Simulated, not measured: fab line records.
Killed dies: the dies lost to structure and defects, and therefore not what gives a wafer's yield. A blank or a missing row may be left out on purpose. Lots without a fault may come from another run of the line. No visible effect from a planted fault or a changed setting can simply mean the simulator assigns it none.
A struck lot beside a sound one :: flow sky130 :: 14 steps out of a route of 708
Sound: these wafers, L752.1, L752.2, L752.4. Wafers L757.1, L757.2, L757.3 were the ones struck. The cause is named last.
Per side, at each step with rows, come the tool, then ch with its chambers, and then its first start. Under that, the readings that differ: sound wafers :: struck wafers :: difference of the means :: sigmas: that difference in standard deviations of wafers without a fault.
alike: a reading whose means differ by less than 2 such deviations, as well as words and numbers matching on both sides. not compared: withheld readings; readings where some wafer has no value; bounds like >300 that might hide an equal value; numbers whose values overlap and for which the record gives no deviation.
The two part at a step that has a row with sigmas, a row that says differs or no value, or rows on one side only. Non-overlapping numbers with no deviation appear without sigmas and do not part them. Lack of a reading on every wafer of one side parts them only where that side has two or more wafers.

SKY_FIELD_ISO_CMP_27: polishes, stops on Si3N4, t overpolish 16 s, target thk 457.8 nm.
  sound on cmp-01 ch 1,2,3, day 2 20:32; struck on cmp-01 ch 0,1,2, day 3 19:39
  alike: motorCurrentA, overpolishRunS, timeToEndpointS
then, 5 steps without rows for these wafers: SKY_FIELD_ISO_WET_ETCH_28 (etches SiO2 in dHF, target depth 23.7 nm, time 47 s); SKY_FIELD_ISO_WET_ETCH_29 (etches Si3N4 in H3PO4, target depth 160 nm, time 1825 s); SKY_FIELD_ISO_WET_ETCH_30 (etches SiO2 in dHF, target depth 25 nm, time 50 s); SKY_NWELL_CLEAN_00 (cleans in SC1/SC2, time 150 s); SKY_NWELL_OXIDATION_01 (stabilise 600 s, purge 300 s, target thk 10 nm).
SKY_NWELL_THK_MEAS_02:
  struck on filmMetro-04, day 3 23:05; sound on filmMetro-04, day 2 23:30
reading: NWELL_OXIDATION_THK (nm)
sound: 10.69 10.68 10.87
struck: 10.12 10.23 10.16
difference: -0.58
sigmas: -3
then, 5 steps without rows for these wafers: SKY_DNWELL_DEHYDRATE_00 (time 60 s); SKY_DNWELL_HMDS_01 (prime time 60 s); SKY_DNWELL_COAT_02 (resist thk 3000 nm); SKY_DNWELL_SOFTBAKE_03; SKY_DNWELL_EXPOSE_04 (exposes mask DNM, target cd 3000 nm).
SKY_DNWELL_PEB_05:
  struck on lithoTrack-01, day 4 14:00; sound on lithoTrack-04 ch 0, day 3 14:00
  no value came back on the struck wafers for chillPlateTempC (C), exhaustPa (Pa), resistLineTempC (C); on the sound wafers chillPlateTempC (C) reads 22.74 23.04 23.02
then, 1 step without rows for these wafers: SKY_DNWELL_DEVELOP_06 (develop time 60 s).

## WHERE THEY PART
Earliest at SKY_NWELL_THK_MEAS_02; latest, in this record, at SKY_DNWELL_PEB_05.

WHY: whatever the simulator had introduced
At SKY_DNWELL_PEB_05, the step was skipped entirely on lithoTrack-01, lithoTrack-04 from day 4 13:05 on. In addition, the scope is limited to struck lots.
